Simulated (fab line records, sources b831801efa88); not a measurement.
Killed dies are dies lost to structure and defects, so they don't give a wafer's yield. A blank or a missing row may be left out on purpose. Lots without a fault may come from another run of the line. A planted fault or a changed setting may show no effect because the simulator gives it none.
Which tool did it? | flow sky130 | 10 lots, 30 wafers sampled, at 5 steps of a route of 708

WHAT THE GAUGES READ, wafer by wafer
SKY_LDD_HVP_OVL_MEAS_07.
lot  | measured     | on         | LDD_HVP_OVL (nm)
L432 | day 21 13:26 | overlay-01 | -1.9 0.1 -0.9
L434 | day 22 17:14 | overlay-01 | -0.6 0.0 -2.5
L436 | day 23 11:34 | overlay-01 | -2.5 -2.8 -1.5
L441 | day 24 20:14 | overlay-01 | -3.3 -0.6 -1.5
L442 | day 24 23:41 | overlay-02 | -1.5 -2.3 -2.7
L448 | day 27 06:37 | overlay-02 | -2.8 -2.1 -3.2
L449 | day 27 10:50 | overlay-02 | -3.1 -2.2 -3.0
L450 | day 28 00:02 | overlay-01 | 0.3 -1.3 -1.1
L451 | day 28 08:57 | overlay-01 | -1.3 -0.9 1.0
L452 | day 28 13:08 | overlay-01 | -2.1 -3.5 -5.6

SKY_SD_N_TW_MEAS_12.
lot  | measured     | on            | SD_N_TW
L432 | day 27 22:58 | film_metro-02 | 3946 3927 3942
L434 | day 28 23:48 | film_metro-02 | 3925 3912 3927
L436 | day 29 16:47 | film_metro-04 | 4050 4030 4030
L441 | day 30 23:54 | film_metro-04 | 30 30 30 30 30 30
L442 | day 31 01:35 | film_metro-04 | 30 30 30 30 30 30
L448 | day 33 06:08 | film_metro-04 | 4008 4005 3984
L449 | day 33 10:03 | film_metro-03 | 4012 4031 4041
L450 | day 33 22:29 | film_metro-04 | 4014 4005 4017
L451 | day 34 05:50 | film_metro-04 | 3990 3993 3991
L452 | day 34 10:19 | film_metro-04 | 3999 4000 3989

WHICH TOOL RAN EACH LOT (tool, then ch and the chambers of the sampled wafers, then the start)
lot  | SKY_LDD_HVP_STRIP_09                 | SKY_RES_XHIGH_STRIP_08               | SKY_SD_N_STRIP_11
L432 | plasma_asher-01 ch 0,1, day 21 13:37 | plasma_asher-02 ch 0,1, day 26 16:53 | plasma_asher-04 ch 0,1, day 27 22:52
L434 | plasma_asher-01 ch 0,1, day 22 17:27 | plasma_asher-03 ch 0,1, day 27 18:40 | plasma_asher-01 ch 0,1, day 28 23:43
L436 | plasma_asher-03 ch 0,1, day 23 11:44 | plasma_asher-03 ch 0,1, day 28 11:13 | plasma_asher-01 ch 0,1, day 29 16:41
L441 | plasma_asher-02 ch 1, day 24 20:25   | plasma_asher-02 ch 0,1, day 29 19:44 | plasma_asher-01 ch 0,1, day 30 23:47
L442 | plasma_asher-01 ch 0,1, day 24 23:52 | plasma_asher-02 ch 1, day 29 21:20   | plasma_asher-04 ch 0,1, day 31 01:29
L448 | plasma_asher-01 ch 0,1, day 27 06:47 | plasma_asher-02 ch 0,1, day 32 02:31 | plasma_asher-01 ch 0,1, day 33 06:02
L449 | plasma_asher-03 ch 0,1, day 27 11:03 | plasma_asher-02 ch 0,1, day 32 06:56 | plasma_asher-02 ch 0,1, day 33 09:58
L450 | plasma_asher-01 ch 1, day 28 00:13   | plasma_asher-02 ch 0,1, day 32 19:08 | plasma_asher-04 ch 0,1, day 33 22:23
L451 | plasma_asher-02 ch 0,1, day 28 09:10 | plasma_asher-01 ch 0,1, day 33 02:34 | plasma_asher-02 ch 0,1, day 34 05:45
L452 | plasma_asher-02 ch 0,1, day 28 13:19 | plasma_asher-01 ch 0,1, day 33 07:34 | plasma_asher-02 ch 0,1, day 34 10:13
- SKY_LDD_HVP_STRIP_09: strips in O2/N2.
- SKY_RES_XHIGH_STRIP_08: strips in O2/N2.
- SKY_SD_N_STRIP_11: strips in O2/N2.

WHAT THE TOOLS THEMSELVES READ (means of the sampled wafers that have a number; where no wafer has one, the mark that the record gives instead)
SKY_LDD_HVP_STRIP_09.
lot  | tool            | chamber_pressure_mTorr (mTorr) | drypump_motor_current_A (A) | oes_product_au (a.u.) | strip_time_to_endpoint_s (s)
L432 | plasma_asher-01 | 1499.9                         | 6.20                        | 0.403                 | 4.113
L434 | plasma_asher-01 | 1500.8                         | 6.18                        | 0.407                 | 4.135
L436 | plasma_asher-03 | 1500.2                         | 5.93                        | 0.410                 | 4.143
L441 | plasma_asher-02 | 1499.4                         | 6.26                        | 0.403                 | 4.117
L442 | plasma_asher-01 | 1499.4                         | 6.17                        | 0.408                 | 4.112
L448 | plasma_asher-01 | 1499.1                         | 6.21                        | 0.407                 | 4.115
L449 | plasma_asher-03 | 1500.4                         | 5.92                        | 0.411                 | 4.126
L450 | plasma_asher-01 | 1500.2                         | 6.24                        | 0.403                 | 4.126
L451 | plasma_asher-02 | 1498.7                         | 6.04                        | 0.408                 | 4.155
L452 | plasma_asher-02 | 1498.5                         | 6.08                        | 0.409                 | 4.132

SKY_RES_XHIGH_STRIP_08.
lot  | tool            | chamber_pressure_mTorr (mTorr) | drypump_motor_current_A (A) | oes_product_au (a.u.) | strip_time_to_endpoint_s (s)
L432 | plasma_asher-02 | 1500.6                         | 6.17                        | 0.708                 | 14.28
L434 | plasma_asher-03 | 1500.1                         | 5.94                        | 0.709                 | 14.27
L436 | plasma_asher-03 | 1500.4                         | 5.75                        | 0.712                 | 14.24
L441 | plasma_asher-02 | -                              | -                           | -                     | -
L442 | plasma_asher-02 | -                              | -                           | -                     | -
L448 | plasma_asher-02 | 1498.8                         | 6.16                        | 0.710                 | 14.28
L449 | plasma_asher-02 | 1501.5                         | 6.06                        | 0.711                 | 14.26
L450 | plasma_asher-02 | 1500.1                         | 6.16                        | 0.710                 | 14.27
L451 | plasma_asher-01 | 1501.0                         | 6.19                        | 0.711                 | 14.27
L452 | plasma_asher-01 | 1498.7                         | 6.21                        | 0.707                 | 14.24

SKY_SD_N_STRIP_11.
lot  | tool            | chamber_pressure_mTorr (mTorr) | drypump_motor_current_A (A) | oes_product_au (a.u.) | strip_time_to_endpoint_s (s)
L432 | plasma_asher-04 | 1500.5                         | 5.94                        | 0.536                 | 22.60
L434 | plasma_asher-01 | 1500.4                         | 6.16                        | 0.529                 | 22.44
L436 | plasma_asher-01 | 1498.5                         | 6.19                        | 0.527                 | 22.53
L441 | plasma_asher-01 | 1499.5                         | 6.21                        | 0.616                 | 39.41
L442 | plasma_asher-04 | 1499.6                         | 5.94                        | 0.618                 | 39.46
L448 | plasma_asher-01 | 1501.0                         | 6.22                        | 0.527                 | 22.49
L449 | plasma_asher-02 | 1500.1                         | 6.08                        | 0.526                 | 22.52
L450 | plasma_asher-04 | 1499.5                         | 5.79                        | 0.526                 | 22.61
L451 | plasma_asher-02 | 1499.9                         | 6.17                        | 0.527                 | 22.54
L452 | plasma_asher-02 | 1500.1                         | 6.05                        | 0.526                 | 22.53

THE ANSWER, worked out from the rows above alone
Rule: what is usual is taken from the lots themselves. Put in order of their means at a reading, lots are off if they are a third of the lots or fewer, leave a main group of 4 or more, and stand apart from it by a gap of 3 or more times the standard deviation of the main group's means; of several such gaps the widest counts. A main group whose means are all the same, to the digits that the tables above print for the reading, isn't used. A lot without any number at a reading at which 4 lots or more have one is off too. The other lots that the step has rows for count as sound. The gauges are gone through in route order, then the tools' own readings, and for those a lot's mean is taken as printed above. The first step at which some lot is off is used, and at that step the reading that is off furthest; a lot without a number counts as furthest.
Off: L441, L442, at SKY_SD_N_TW_MEAS_12 (SD_N_TW). The main group: mean 3990, standard deviation 38.
A tool fits if, at a process step before that reading, it ran every lot that is off, and no sound lot after the first of them. The gauges at SKY_SD_N_TW_MEAS_12 aren't tried: what is off there is off at SKY_RES_XHIGH_STRIP_08 too, on other tools, and a gauge's error can't cause that. None of those tried fits.

WHAT THE SIMULATOR HAD PUT IN
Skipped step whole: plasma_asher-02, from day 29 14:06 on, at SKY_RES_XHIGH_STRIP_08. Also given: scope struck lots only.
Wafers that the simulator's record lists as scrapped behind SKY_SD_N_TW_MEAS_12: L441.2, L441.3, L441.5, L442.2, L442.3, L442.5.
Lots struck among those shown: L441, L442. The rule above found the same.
